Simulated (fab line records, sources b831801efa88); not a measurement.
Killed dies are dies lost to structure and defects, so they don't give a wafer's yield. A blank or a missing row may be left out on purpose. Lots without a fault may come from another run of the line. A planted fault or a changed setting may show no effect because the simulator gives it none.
Problem report in the 8D (eight disciplines) form, filled by code | flow sky130 | the parts of the form that need people (team, actions taken, sign-off) are left out

1. THE PROBLEM
SD_P_OVL at SKY_SD_P_OVL_MEAS_08 reads a mean of 70.2 nm on 6 wafers of 2 lots; wafers without a fault read -0.6 nm with a standard deviation of 1.5. That is +47 standard deviations from the usual mean.
First seen on wafer L399.1, day 29 08:37, on overlay-01. The record holds 36 wafers of 12 lots with a number at this step. Rule for "out", or "out of limits": more than 4 standard deviations from the usual mean. The other wafers with a number count as sound.

2. WHAT IT IS AND WHAT IT IS NOT
question                    | is                     | is not
which readings at this step | SD_P_OVL               | -
which lots                  | L399, L400             | L388, L389, L390, L391, L395, L401, L402, L405, L406, L407
which wafers of those lots  | all that have a number | -
read on which gauges        | overlay-01             | overlay-02
when                        | from day 29 08:37      | up to then (15 sound wafers); but 15 sound wafers of L401, L402, L405, L406, L407 came after

3. SUSPECTS, AND WHAT RULES EACH OUT
Counting: a tool at a process step up to the reading stays a suspect if it ran every lot that is out and no sound lot after the first of them.
- the gauge at SKY_SD_P_OVL_MEAS_08: kept. All the wafers that are out were read on overlay-01, and no step on other tools shows them out.
- iline_stepper-02 at SKY_SD_P_EXPOSE_04 (exposes mask PSDM, target cd 380 nm): kept. It ran every lot that is out, first L399 (day 28 18:35), and no sound lot after that; its last sound lot up to then is L390 (day 26 03:17).
Left after counting: iline_stepper-02 at SKY_SD_P_EXPOSE_04, overlay-01 at SKY_SD_P_OVL_MEAS_08.

4. THE CAUSE (what the simulator had put in)
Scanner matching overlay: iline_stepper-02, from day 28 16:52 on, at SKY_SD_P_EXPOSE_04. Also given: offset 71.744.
Counting left 2 suspects, and this tool is among them.

5. THE CHAIN OF EFFECTS, in route order
Each row: a reading whose mean over the struck wafers that have a number lies more than 3 standard deviations from the usual. Only readings for which the record gives a usual standard deviation are gone through. hours: the time from each lot's start at the first step in this table that gives one to its start at this step, as a median over the lots. sigmas: the change in usual standard deviations.
hours | step                 | reading  | usual   | on struck wafers | change | sigmas
0     | SKY_SD_P_OVL_MEAS_08 | SD_P_OVL | -0.6 nm | 70.2             | +70.8  | +47
Later measuring or inspecting steps at which every struck wafer that the step has a row for has a number for every such reading, and none has moved that far: SKY_METAL1_THK_MEAS_06.

6. WHAT WOULD HAVE CAUGHT IT SOONER
In this record the first reading out of limits at a measuring or inspecting step was taken at day 29 08:37, 16 hours after the fault began at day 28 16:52.
All the lots that are out (2) had begun SKY_SD_P_EXPOSE_04 on iline_stepper-02 by day 29 08:37. A hold on the tool at that time would have spared none of them.
